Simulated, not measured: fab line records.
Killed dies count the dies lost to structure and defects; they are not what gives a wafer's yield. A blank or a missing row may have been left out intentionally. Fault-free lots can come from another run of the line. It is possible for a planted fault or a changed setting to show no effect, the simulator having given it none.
fab line records || flow gf180mcu
record: {"lots": 15, "wafers": 45, "last-day": 35}
route steps=602 shown DUAL_GATE@143
lots with no fault: from the same line, run without faults
start-h: hours from the record's first day to the start of the lot's first wafer shown || wait-h: hours from the lot's prior step to this one || " same as the row above || L1.1+2: a single row standing in for several wafers || - no value, or no start given || * or withheld: withheld || < > ~ a bound
route shown NAME@n: NAME is a module with steps in the file, n the number in the route of the first one || usual: the fault-free wafers' mean and standard deviation || same: alike in all rows || chamber/n: place in a boat || sites: each site's reading || _std_site: how widely they spread, as a standard deviation || _edge_site: mean of outer sites minus mean of inner sites || radius-mm: how far each site lies from the wafer's centre || mask NAME#n: copy n || behind: tool/chamber where the wafer was last shaped || hold: reason for holding the lot/hours on hold/outcome of the hold || device: which transistor (n, p or np) failed to switch || end of line: tests run on the same wafers once the route is complete || a step without rows: its recipe alone || killed: the dies lost at the first sort to structure and to defects; this is not the yield of the wafer || map: a wafer's dies, marking killed ones x, the rest . and places with no die _
set.NAME: the run value of the setting; set.NAME@STEP: its run value at that earlier step || model.NAME: the simulator's own value behind a step, which no gauge read
one table for each step of the route and one row for each wafer, over a sample of lots
services: a tool's chamber out of use, with start hour (start-h, from the record's first day; less than 0 if before it), hours out, and reason
== steps ==
step: GF_DUAL_GATE_OXIDATION_02
recipe: {"temp-c": 900, "ambient": "O2", "stabilise-s": 600, "purge-s": 300, "target-thk-a": 108.87, "ox-time-s": 1602}
usual: {"spike-tc-bottom-C": "920.1/1.7", "spike-tc-lower-C": "900.1/1.7", "spike-tc-top-C": "908.9/2.4"}
{"lot.wafer": "L833.1", "tool": "furnace-01", "chamber": 0, "start-h": 160.77, "wait-h": 0.0, "spike-tc-bottom-C": 918.6, "spike-tc-lower-C": 899.2, "spike-tc-top-C": 905.8}
{"lot.wafer": "L833.2", "tool": "furnace-01", "chamber": 0, "start-h": 160.77, "wait-h": 0.0, "spike-tc-bottom-C": 919.8, "spike-tc-lower-C": 898.9, "spike-tc-top-C": 908.3}
{"lot.wafer": "L833.3", "tool": "furnace-01", "chamber": 0, "start-h": 160.77, "wait-h": 0.0, "spike-tc-bottom-C": 918.1, "spike-tc-lower-C": 898.6, "spike-tc-top-C": 905.8}
{"lot.wafer": "L834.3", "tool": "furnace-02", "chamber": 0, "start-h": 168.20, "wait-h": 1.2, "spike-tc-bottom-C": 921.6, "spike-tc-lower-C": 902.6, "spike-tc-top-C": 910.6}
{"lot.wafer": "L834.5", "tool": "furnace-02", "chamber": 0, "start-h": 168.20, "wait-h": 1.2, "spike-tc-bottom-C": 921.1, "spike-tc-lower-C": 901.6, "spike-tc-top-C": 911.4}
{"lot.wafer": "L834.6", "tool": "furnace-02", "chamber": 0, "start-h": 168.20, "wait-h": 1.2, "spike-tc-bottom-C": 919.4, "spike-tc-lower-C": 902.1, "spike-tc-top-C": 911.0}
{"lot.wafer": "L835.1", "tool": "furnace-01", "chamber": 0, "start-h": 172.12, "wait-h": 1.3, "spike-tc-bottom-C": 919.8, "spike-tc-lower-C": 896.9, "spike-tc-top-C": 906.3}
{"lot.wafer": "L835.2", "tool": "furnace-01", "chamber": 0, "start-h": 172.12, "wait-h": 1.3, "spike-tc-bottom-C": 918.8, "spike-tc-lower-C": 900.3, "spike-tc-top-C": 907.4}
{"lot.wafer": "L835.5", "tool": "furnace-01", "chamber": 0, "start-h": 172.12, "wait-h": 1.3, "spike-tc-bottom-C": 918.7, "spike-tc-lower-C": 899.9, "spike-tc-top-C": 907.0}
{"lot.wafer": "L837.1", "tool": "furnace-02", "chamber": 0, "start-h": 186.75, "wait-h": 0.0, "spike-tc-bottom-C": 921.6, "spike-tc-lower-C": 901.5, "spike-tc-top-C": 912.4}
{"lot.wafer": "L837.3", "tool": "furnace-02", "chamber": 0, "start-h": 186.75, "wait-h": 0.0, "spike-tc-bottom-C": 921.3, "spike-tc-lower-C": 902.9, "spike-tc-top-C": 910.3}
{"lot.wafer": "L837.4", "tool": "furnace-02", "chamber": 0, "start-h": 186.75, "wait-h": 0.0, "spike-tc-bottom-C": 921.3, "spike-tc-lower-C": 901.1, "spike-tc-top-C": 913.1}
{"lot.wafer": "L840.2", "tool": "furnace-01", "chamber": 0, "start-h": 203.30, "wait-h": 0.0, "spike-tc-bottom-C": 920.2, "spike-tc-lower-C": 898.7, "spike-tc-top-C": 906.8}
{"lot.wafer": "L840.3", "tool": "furnace-01", "chamber": 0, "start-h": 203.30, "wait-h": 0.0, "spike-tc-bottom-C": 920.4, "spike-tc-lower-C": 898.8, "spike-tc-top-C": 905.6}
{"lot.wafer": "L840.6", "tool": "furnace-01", "chamber": 0, "start-h": 203.30, "wait-h": 0.0, "spike-tc-bottom-C": 919.7, "spike-tc-lower-C": 899.0, "spike-tc-top-C": 906.9}
{"lot.wafer": "L841.2", "tool": "furnace-01", "chamber": 0, "start-h": 209.75, "wait-h": 0.0, "spike-tc-bottom-C": 917.8, "spike-tc-lower-C": 898.9, "spike-tc-top-C": 905.7}
{"lot.wafer": "L841.3", "tool": "furnace-01", "chamber": 0, "start-h": 209.75, "wait-h": 0.0, "spike-tc-bottom-C": 917.9, "spike-tc-lower-C": 898.0, "spike-tc-top-C": 905.8}
{"lot.wafer": "L841.6", "tool": "furnace-01", "chamber": 0, "start-h": 209.75, "wait-h": 0.0, "spike-tc-bottom-C": 919.1, "spike-tc-lower-C": 900.3, "spike-tc-top-C": 904.7}
{"lot.wafer": "L842.1", "tool": "furnace-01", "chamber": 0, "start-h": 219.67, "wait-h": 0.0, "spike-tc-bottom-C": 920.2, "spike-tc-lower-C": 899.2, "spike-tc-top-C": 907.9}
{"lot.wafer": "L842.5", "tool": "furnace-01", "chamber": 0, "start-h": 219.67, "wait-h": 0.0, "spike-tc-bottom-C": 920.3, "spike-tc-lower-C": 898.8, "spike-tc-top-C": 907.2}
{"lot.wafer": "L842.6", "tool": "furnace-01", "chamber": 0, "start-h": 219.67, "wait-h": 0.0, "spike-tc-bottom-C": 919.8, "spike-tc-lower-C": 899.7, "spike-tc-top-C": 906.2}
{"lot.wafer": "L843.1", "tool": "furnace-01", "chamber": 0, "start-h": 226.70, "wait-h": 1.2, "spike-tc-bottom-C": 922.1, "spike-tc-lower-C": 897.7, "spike-tc-top-C": 907.0}
{"lot.wafer": "L843.4", "tool": "furnace-01", "chamber": 0, "start-h": 226.70, "wait-h": 1.2, "spike-tc-bottom-C": 918.4, "spike-tc-lower-C": 899.0, "spike-tc-top-C": 905.9}
{"lot.wafer": "L843.6", "tool": "furnace-01", "chamber": 0, "start-h": 226.70, "wait-h": 1.2, "spike-tc-bottom-C": 917.4, "spike-tc-lower-C": 898.3, "spike-tc-top-C": 906.3}
{"lot.wafer": "L844.1", "tool": "furnace-01", "chamber": 0, "start-h": 229.69, "wait-h": 0.0, "spike-tc-bottom-C": 917.8, "spike-tc-lower-C": 899.6, "spike-tc-top-C": 906.7}
{"lot.wafer": "L844.2", "tool": "furnace-01", "chamber": 0, "start-h": 229.69, "wait-h": 0.0, "spike-tc-bottom-C": 919.4, "spike-tc-lower-C": 898.8, "spike-tc-top-C": 906.3}
{"lot.wafer": "L844.4", "tool": "furnace-01", "chamber": 0, "start-h": 229.69, "wait-h": 0.0, "spike-tc-bottom-C": 919.5, "spike-tc-lower-C": 899.9, "spike-tc-top-C": 907.2}
{"lot.wafer": "L846.2", "tool": "furnace-01", "chamber": 0, "start-h": 246.51, "wait-h": 1.2, "spike-tc-bottom-C": 920.4, "spike-tc-lower-C": 898.9, "spike-tc-top-C": 906.6}
{"lot.wafer": "L846.3", "tool": "furnace-01", "chamber": 0, "start-h": 246.51, "wait-h": 1.2, "spike-tc-bottom-C": 920.3, "spike-tc-lower-C": 897.5, "spike-tc-top-C": 907.4}
{"lot.wafer": "L846.4", "tool": "furnace-01", "chamber": 0, "start-h": 246.51, "wait-h": 1.2, "spike-tc-bottom-C": 918.0, "spike-tc-lower-C": 898.7, "spike-tc-top-C": 908.8}
{"lot.wafer": "L848.2", "tool": "furnace-01", "chamber": 0, "start-h": 258.84, "wait-h": 0.0, "spike-tc-bottom-C": 920.0, "spike-tc-lower-C": 897.3, "spike-tc-top-C": 908.1}
{"lot.wafer": "L848.4", "tool": "furnace-01", "chamber": 0, "start-h": 258.84, "wait-h": 0.0, "spike-tc-bottom-C": 920.1, "spike-tc-lower-C": 898.8, "spike-tc-top-C": 906.6}
{"lot.wafer": "L848.6", "tool": "furnace-01", "chamber": 0, "start-h": 258.84, "wait-h": 0.0, "spike-tc-bottom-C": 919.1, "spike-tc-lower-C": 898.4, "spike-tc-top-C": 906.1}
{"lot.wafer": "L850.1", "tool": "furnace-01", "chamber": 0, "start-h": 271.27, "wait-h": 0.0, "spike-tc-bottom-C": 920.3, "spike-tc-lower-C": 899.2, "spike-tc-top-C": 906.9}
{"lot.wafer": "L850.4", "tool": "furnace-01", "chamber": 0, "start-h": 271.27, "wait-h": 0.0, "spike-tc-bottom-C": 919.5, "spike-tc-lower-C": 898.8, "spike-tc-top-C": 907.5}
{"lot.wafer": "L850.6", "tool": "furnace-01", "chamber": 0, "start-h": 271.27, "wait-h": 0.0, "spike-tc-bottom-C": 919.4, "spike-tc-lower-C": 898.6, "spike-tc-top-C": 906.3}
{"lot.wafer": "L854.1", "tool": "furnace-02", "chamber": 0, "start-h": 296.22, "wait-h": 0.0, "spike-tc-bottom-C": 920.3, "spike-tc-lower-C": 902.9, "spike-tc-top-C": 912.0}
{"lot.wafer": "L854.2", "tool": "furnace-02", "chamber": 0, "start-h": 296.22, "wait-h": 0.0, "spike-tc-bottom-C": 922.1, "spike-tc-lower-C": 900.8, "spike-tc-top-C": 912.4}
{"lot.wafer": "L854.4", "tool": "furnace-02", "chamber": 0, "start-h": 296.22, "wait-h": 0.0, "spike-tc-bottom-C": 921.3, "spike-tc-lower-C": 901.0, "spike-tc-top-C": 911.3}
{"lot.wafer": "L855.1", "tool": "furnace-02", "chamber": 0, "start-h": 306.90, "wait-h": 0.0, "spike-tc-bottom-C": 921.4, "spike-tc-lower-C": 901.1, "spike-tc-top-C": 911.9}
{"lot.wafer": "L855.3", "tool": "furnace-02", "chamber": 0, "start-h": 306.90, "wait-h": 0.0, "spike-tc-bottom-C": 922.9, "spike-tc-lower-C": 901.8, "spike-tc-top-C": 909.4}
{"lot.wafer": "L855.4", "tool": "furnace-02", "chamber": 0, "start-h": 306.90, "wait-h": 0.0, "spike-tc-bottom-C": 922.0, "spike-tc-lower-C": 903.6, "spike-tc-top-C": 909.7}
{"lot.wafer": "L856.1", "tool": "furnace-02", "chamber": 0, "start-h": 317.92, "wait-h": 0.0, "spike-tc-bottom-C": 922.7, "spike-tc-lower-C": 899.3, "spike-tc-top-C": 910.9}
{"lot.wafer": "L856.3", "tool": "furnace-02", "chamber": 0, "start-h": 317.92, "wait-h": 0.0, "spike-tc-bottom-C": 921.6, "spike-tc-lower-C": 901.8, "spike-tc-top-C": 911.9}
{"lot.wafer": "L856.6", "tool": "furnace-02", "chamber": 0, "start-h": 317.92, "wait-h": 0.0, "spike-tc-bottom-C": 921.1, "spike-tc-lower-C": 902.9, "spike-tc-top-C": 910.2}
step: GF_DUAL_GATE_THK_MEAS_03
recipe: {"reads": "SiO2_of_DUAL_GATE_OXIDATION_02"}
usual: {"DUAL_GATE_OXIDATION_00_THK": "10.89/0.22"}
{"lot.wafer": "L833.1", "tool": "film-metro-02", "chamber": "-", "start-h": 162.21, "wait-h": 0.0, "hold": "-", "DUAL_GATE_OXIDATION_00_THK[nm]": 10.87}
{"lot.wafer": "L833.2", "tool": "film-metro-02", "chamber": "-", "start-h": 162.21, "wait-h": 0.0, "hold": "-", "DUAL_GATE_OXIDATION_00_THK[nm]": 10.58}
{"lot.wafer": "L833.3", "tool": "film-metro-02", "chamber": "-", "start-h": 162.21, "wait-h": 0.0, "hold": "-", "DUAL_GATE_OXIDATION_00_THK[nm]": 10.76}
{"lot.wafer": "L834.3", "tool": "film-metro-03", "chamber": "-", "start-h": 169.67, "wait-h": 0.0, "hold": "-", "DUAL_GATE_OXIDATION_00_THK[nm]": 10.63}
{"lot.wafer": "L834.5", "tool": "film-metro-03", "chamber": "-", "start-h": 169.67, "wait-h": 0.0, "hold": "-", "DUAL_GATE_OXIDATION_00_THK[nm]": 10.56}
{"lot.wafer": "L834.6", "tool": "film-metro-03", "chamber": "-", "start-h": 169.67, "wait-h": 0.0, "hold": "-", "DUAL_GATE_OXIDATION_00_THK[nm]": 10.72}
{"lot.wafer": "L835.1", "tool": "film-metro-02", "chamber": "-", "start-h": 173.57, "wait-h": 0.0, "hold": "-", "DUAL_GATE_OXIDATION_00_THK[nm]": 10.95}
{"lot.wafer": "L835.2", "tool": "film-metro-02", "chamber": "-", "start-h": 173.57, "wait-h": 0.0, "hold": "-", "DUAL_GATE_OXIDATION_00_THK[nm]": 11.00}
{"lot.wafer": "L835.5", "tool": "film-metro-02", "chamber": "-", "start-h": 173.57, "wait-h": 0.0, "hold": "-", "DUAL_GATE_OXIDATION_00_THK[nm]": 10.89}
{"lot.wafer": "L837.1", "tool": "film-metro-02", "chamber": "-", "start-h": 188.20, "wait-h": 0.0, "hold": "-", "DUAL_GATE_OXIDATION_00_THK[nm]": 10.89}
{"lot.wafer": "L837.3", "tool": "film-metro-02", "chamber": "-", "start-h": 188.20, "wait-h": 0.0, "hold": "-", "DUAL_GATE_OXIDATION_00_THK[nm]": 11.02}
{"lot.wafer": "L837.4", "tool": "film-metro-02", "chamber": "-", "start-h": 188.20, "wait-h": 0.0, "hold": "-", "DUAL_GATE_OXIDATION_00_THK[nm]": 11.10}
{"lot.wafer": "L840.2", "tool": "film-metro-02", "chamber": "-", "start-h": 204.76, "wait-h": 0.0, "hold": "-", "DUAL_GATE_OXIDATION_00_THK[nm]": 10.65}
{"lot.wafer": "L840.3", "tool": "film-metro-02", "chamber": "-", "start-h": 204.76, "wait-h": 0.0, "hold": "-", "DUAL_GATE_OXIDATION_00_THK[nm]": 10.50}
{"lot.wafer": "L840.6", "tool": "film-metro-02", "chamber": "-", "start-h": 204.76, "wait-h": 0.0, "hold": "-", "DUAL_GATE_OXIDATION_00_THK[nm]": 10.56}
{"lot.wafer": "L841.2", "tool": "film-metro-02", "chamber": "-", "start-h": 211.21, "wait-h": 0.0, "hold": "-", "DUAL_GATE_OXIDATION_00_THK[nm]": 10.56}
{"lot.wafer": "L841.3", "tool": "film-metro-02", "chamber": "-", "start-h": 211.21, "wait-h": 0.0, "hold": "-", "DUAL_GATE_OXIDATION_00_THK[nm]": 10.56}
{"lot.wafer": "L841.6", "tool": "film-metro-02", "chamber": "-", "start-h": 211.21, "wait-h": 0.0, "hold": "-", "DUAL_GATE_OXIDATION_00_THK[nm]": 10.66}
{"lot.wafer": "L842.1", "tool": "film-metro-01", "chamber": "-", "start-h": 221.11, "wait-h": 0.0, "hold": "-", "DUAL_GATE_OXIDATION_00_THK[nm]": 10.66}
{"lot.wafer": "L842.5", "tool": "film-metro-01", "chamber": "-", "start-h": 221.11, "wait-h": 0.0, "hold": "-", "DUAL_GATE_OXIDATION_00_THK[nm]": 10.75}
{"lot.wafer": "L842.6", "tool": "film-metro-01", "chamber": "-", "start-h": 221.11, "wait-h": 0.0, "hold": "-", "DUAL_GATE_OXIDATION_00_THK[nm]": 10.80}
{"lot.wafer": "L843.1", "tool": "film-metro-03", "chamber": "-", "start-h": 228.15, "wait-h": 0.0, "hold": "-", "DUAL_GATE_OXIDATION_00_THK[nm]": 11.06}
{"lot.wafer": "L843.4", "tool": "film-metro-03", "chamber": "-", "start-h": 228.15, "wait-h": 0.0, "hold": "-", "DUAL_GATE_OXIDATION_00_THK[nm]": 10.96}
{"lot.wafer": "L843.6", "tool": "film-metro-03", "chamber": "-", "start-h": 228.15, "wait-h": 0.0, "hold": "-", "DUAL_GATE_OXIDATION_00_THK[nm]": 10.97}
{"lot.wafer": "L844.1", "tool": "film-metro-02", "chamber": "-", "start-h": 231.13, "wait-h": 0.0, "hold": "-", "DUAL_GATE_OXIDATION_00_THK[nm]": 11.01}
{"lot.wafer": "L844.2", "tool": "film-metro-02", "chamber": "-", "start-h": 231.13, "wait-h": 0.0, "hold": "-", "DUAL_GATE_OXIDATION_00_THK[nm]": 10.80}
{"lot.wafer": "L844.4", "tool": "film-metro-02", "chamber": "-", "start-h": 231.13, "wait-h": 0.0, "hold": "-", "DUAL_GATE_OXIDATION_00_THK[nm]": 11.00}
{"lot.wafer": "L846.2", "tool": "film-metro-03", "chamber": "-", "start-h": 247.97, "wait-h": 0.0, "hold": "await-dispo/0.2h/release", "DUAL_GATE_OXIDATION_00_THK[nm]": 12.54}
{"lot.wafer": "L846.3", "tool": "film-metro-03", "chamber": "-", "start-h": 247.97, "wait-h": 0.0, "hold": "await-dispo/0.2h/release", "DUAL_GATE_OXIDATION_00_THK[nm]": 12.45}
{"lot.wafer": "L846.4", "tool": "film-metro-03", "chamber": "-", "start-h": 247.97, "wait-h": 0.0, "hold": "await-dispo/0.2h/release", "DUAL_GATE_OXIDATION_00_THK[nm]": 12.39}
{"lot.wafer": "L846.2", "tool": "film-metro-03", "chamber": "-", "start-h": 248.26, "wait-h": 0.3, "hold": "-", "DUAL_GATE_OXIDATION_00_THK[nm]": 12.52}
{"lot.wafer": "L846.3", "tool": "film-metro-03", "chamber": "-", "start-h": 248.26, "wait-h": 0.3, "hold": "-", "DUAL_GATE_OXIDATION_00_THK[nm]": 12.42}
{"lot.wafer": "L846.4", "tool": "film-metro-03", "chamber": "-", "start-h": 248.26, "wait-h": 0.3, "hold": "-", "DUAL_GATE_OXIDATION_00_THK[nm]": 12.44}
{"lot.wafer": "L848.2", "tool": "film-metro-03", "chamber": "-", "start-h": 260.29, "wait-h": 0.0, "hold": "await-dispo/0.2h/release", "DUAL_GATE_OXIDATION_00_THK[nm]": 12.19}
{"lot.wafer": "L848.4", "tool": "film-metro-03", "chamber": "-", "start-h": 260.29, "wait-h": 0.0, "hold": "await-dispo/0.2h/release", "DUAL_GATE_OXIDATION_00_THK[nm]": 12.25}
{"lot.wafer": "L848.6", "tool": "film-metro-03", "chamber": "-", "start-h": 260.29, "wait-h": 0.0, "hold": "await-dispo/0.2h/release", "DUAL_GATE_OXIDATION_00_THK[nm]": 12.36}
{"lot.wafer": "L848.2", "tool": "film-metro-03", "chamber": "-", "start-h": 260.52, "wait-h": 0.2, "hold": "-", "DUAL_GATE_OXIDATION_00_THK[nm]": 12.16}
{"lot.wafer": "L848.4", "tool": "film-metro-03", "chamber": "-", "start-h": 260.52, "wait-h": 0.2, "hold": "-", "DUAL_GATE_OXIDATION_00_THK[nm]": 12.24}
{"lot.wafer": "L848.6", "tool": "film-metro-03", "chamber": "-", "start-h": 260.52, "wait-h": 0.2, "hold": "-", "DUAL_GATE_OXIDATION_00_THK[nm]": 12.35}
{"lot.wafer": "L850.1", "tool": "film-metro-03", "chamber": "-", "start-h": 272.71, "wait-h": 0.0, "hold": "await-dispo/0.2h/release", "DUAL_GATE_OXIDATION_00_THK[nm]": 12.41}
{"lot.wafer": "L850.4", "tool": "film-metro-03", "chamber": "-", "start-h": 272.71, "wait-h": 0.0, "hold": "await-dispo/0.2h/release", "DUAL_GATE_OXIDATION_00_THK[nm]": 12.50}
{"lot.wafer": "L850.6", "tool": "film-metro-03", "chamber": "-", "start-h": 272.71, "wait-h": 0.0, "hold": "await-dispo/0.2h/release", "DUAL_GATE_OXIDATION_00_THK[nm]": 12.48}
{"lot.wafer": "L850.1", "tool": "film-metro-03", "chamber": "-", "start-h": 273.02, "wait-h": 0.3, "hold": "-", "DUAL_GATE_OXIDATION_00_THK[nm]": 12.39}
{"lot.wafer": "L850.4", "tool": "film-metro-03", "chamber": "-", "start-h": 273.02, "wait-h": 0.3, "hold": "-", "DUAL_GATE_OXIDATION_00_THK[nm]": 12.54}
{"lot.wafer": "L850.6", "tool": "film-metro-03", "chamber": "-", "start-h": 273.02, "wait-h": 0.3, "hold": "-", "DUAL_GATE_OXIDATION_00_THK[nm]": 12.48}
{"lot.wafer": "L854.1", "tool": "film-metro-02", "chamber": "-", "start-h": 297.67, "wait-h": 0.0, "hold": "-", "DUAL_GATE_OXIDATION_00_THK[nm]": 11.00}
{"lot.wafer": "L854.2", "tool": "film-metro-02", "chamber": "-", "start-h": 297.67, "wait-h": 0.0, "hold": "-", "DUAL_GATE_OXIDATION_00_THK[nm]": 10.91}
{"lot.wafer": "L854.4", "tool": "film-metro-02", "chamber": "-", "start-h": 297.67, "wait-h": 0.0, "hold": "-", "DUAL_GATE_OXIDATION_00_THK[nm]": 10.90}
{"lot.wafer": "L855.1", "tool": "film-metro-01", "chamber": "-", "start-h": 308.35, "wait-h": 0.0, "hold": "-", "DUAL_GATE_OXIDATION_00_THK[nm]": 10.92}
{"lot.wafer": "L855.3", "tool": "film-metro-01", "chamber": "-", "start-h": 308.35, "wait-h": 0.0, "hold": "-", "DUAL_GATE_OXIDATION_00_THK[nm]": 10.96}
{"lot.wafer": "L855.4", "tool": "film-metro-01", "chamber": "-", "start-h": 308.35, "wait-h": 0.0, "hold": "-", "DUAL_GATE_OXIDATION_00_THK[nm]": 10.89}
{"lot.wafer": "L856.1", "tool": "film-metro-02", "chamber": "-", "start-h": 319.37, "wait-h": 0.0, "hold": "-", "DUAL_GATE_OXIDATION_00_THK[nm]": 10.84}
{"lot.wafer": "L856.3", "tool": "film-metro-02", "chamber": "-", "start-h": 319.37, "wait-h": 0.0, "hold": "-", "DUAL_GATE_OXIDATION_00_THK[nm]": 10.79}
{"lot.wafer": "L856.6", "tool": "film-metro-02", "chamber": "-", "start-h": 319.37, "wait-h": 0.0, "hold": "-", "DUAL_GATE_OXIDATION_00_THK[nm]": 11.04}
== services ==
{"tool": "furnace-02", "chamber": "-", "start-h": 138.26, "hours": 2.5, "kind": "pm"}
{"tool": "furnace-02", "chamber": "-", "start-h": 214.21, "hours": 3.5, "kind": "pm"}
== key ==
first-sign: {"step": "GF_DUAL_GATE_THK_MEAS_03", "reading": "visit", "direction": "added"}
effect: {"step": "GF_DUAL_GATE_THK_MEAS_03", "reading": "DUAL_GATE_OXIDATION_00_THK", "direction": "up", "sigmas": 6.8, "usual": 10.89, "struck": 12.40}
met-at GF_DUAL_GATE_OXIDATION_02
struck-lots L846,L848,L850
tester-left-out L846,L848,L850
onset-between 229.69 246.51
fault: {"kind": "process-parameter-drift", "tool": "furnace-01", "chamber": "-", "onset-h": 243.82, "steps": "GF_DUAL_GATE_OXIDATION_02", "channel": "ox-time-s", "offset": "*", "shape": "step", "end-h": 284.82, "acts-in": "*", "stated": "*"}
tester-left-out: of these lots the tester's yield and bins aren't shown, on N5 and GAA mostly nor the transistor test; their killed dies are dies lost to structure and defects alone, not to doping, threshold or leakage, so they don't give the yield
